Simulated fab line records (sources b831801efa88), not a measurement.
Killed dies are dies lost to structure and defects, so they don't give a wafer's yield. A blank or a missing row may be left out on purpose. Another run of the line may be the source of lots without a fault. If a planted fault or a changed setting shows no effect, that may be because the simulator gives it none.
Which tool did it? / flow gf180mcu / 45 wafers sampled from 15 lots at 1 step of a route of 602

== WHAT THE GAUGES SHOWED, per wafer ==
GF_CONTACT_OVL_MEAS_15.
lot=L458; measured=day 15 20:50; on=overlay-01; CONTACT_OVL (nm)=3 0 -4
lot=L459; measured=day 16 06:35; on=overlay-01; CONTACT_OVL (nm)=0 10 0
lot=L460; measured=day 16 16:20; on=overlay-02; CONTACT_OVL (nm)=-1 -1 1
lot=L462; measured=day 17 15:13; on=overlay-02; CONTACT_OVL (nm)=3 0 -2
lot=L463; measured=day 18 06:02; on=overlay-02; CONTACT_OVL (nm)=-8 -4 -8
lot=L464; measured=day 18 15:31; on=overlay-01; CONTACT_OVL (nm)=-1 -11 -3
lot=L465; measured=day 18 23:05; on=overlay-02; CONTACT_OVL (nm)=-7 -8 0
lot=L466; measured=day 19 15:29; on=overlay-02; CONTACT_OVL (nm)=4 -2 5
lot=L467; measured=day 20 00:11; on=overlay-02; CONTACT_OVL (nm)=-9 -3 -7
lot=L468; measured=day 20 00:32; on=overlay-01; CONTACT_OVL (nm)=-3 -4 -5
lot=L469; measured=day 20 05:59; on=overlay-01; CONTACT_OVL (nm)=-4 -5 -4
lot=L472; measured=day 21 11:47; on=overlay-01; CONTACT_OVL (nm)=-6 -8 1
lot=L478; measured=day 23 05:21; on=overlay-01; CONTACT_OVL (nm)=-11 -12 -13
lot=L480; measured=day 24 02:29; on=overlay-02; CONTACT_OVL (nm)=-1 -3 -5
lot=L481; measured=day 24 08:02; on=overlay-01; CONTACT_OVL (nm)=0 -5 3

== EACH LOT AND THE TOOL THAT RAN IT (in order: tool; ch and the chambers of the sampled wafers; start) ==
The record shows no process step preceding these readings.

== AS READ BY THE TOOLS THEMSELVES (means over the sampled wafers that have a number; for cases with no such wafer, the mark the record gives instead) ==
The record holds no such reading with a usual standard deviation.

== THE ANSWER, worked out from the rows above alone ==
Rule: the usual values come from the lots themselves. The widest of any qualifying gaps counts: lots, ordered by their means at a reading, are off when they make up no more than a third of the lots, leave a main group of 4 or more, and stand apart from it by 3 or more times the standard deviation of that group's means. A main group is skipped when, at the precision printed for the reading in the tables above, its means are all equal. A lot without any number at a reading at which 4 lots or more have one is off too. The other lots that the step has rows for count as sound. The gauges are gone through in route order, then the tools' own readings, and for those a lot's mean is taken as printed above. The first step at which some lot is off is used, and at that step the reading that is off furthest; a lot without a number counts as furthest.
No lot is off at any reading shown: from this, nothing can be told.

== WHAT THE SIMULATOR HAD INSERTED ==
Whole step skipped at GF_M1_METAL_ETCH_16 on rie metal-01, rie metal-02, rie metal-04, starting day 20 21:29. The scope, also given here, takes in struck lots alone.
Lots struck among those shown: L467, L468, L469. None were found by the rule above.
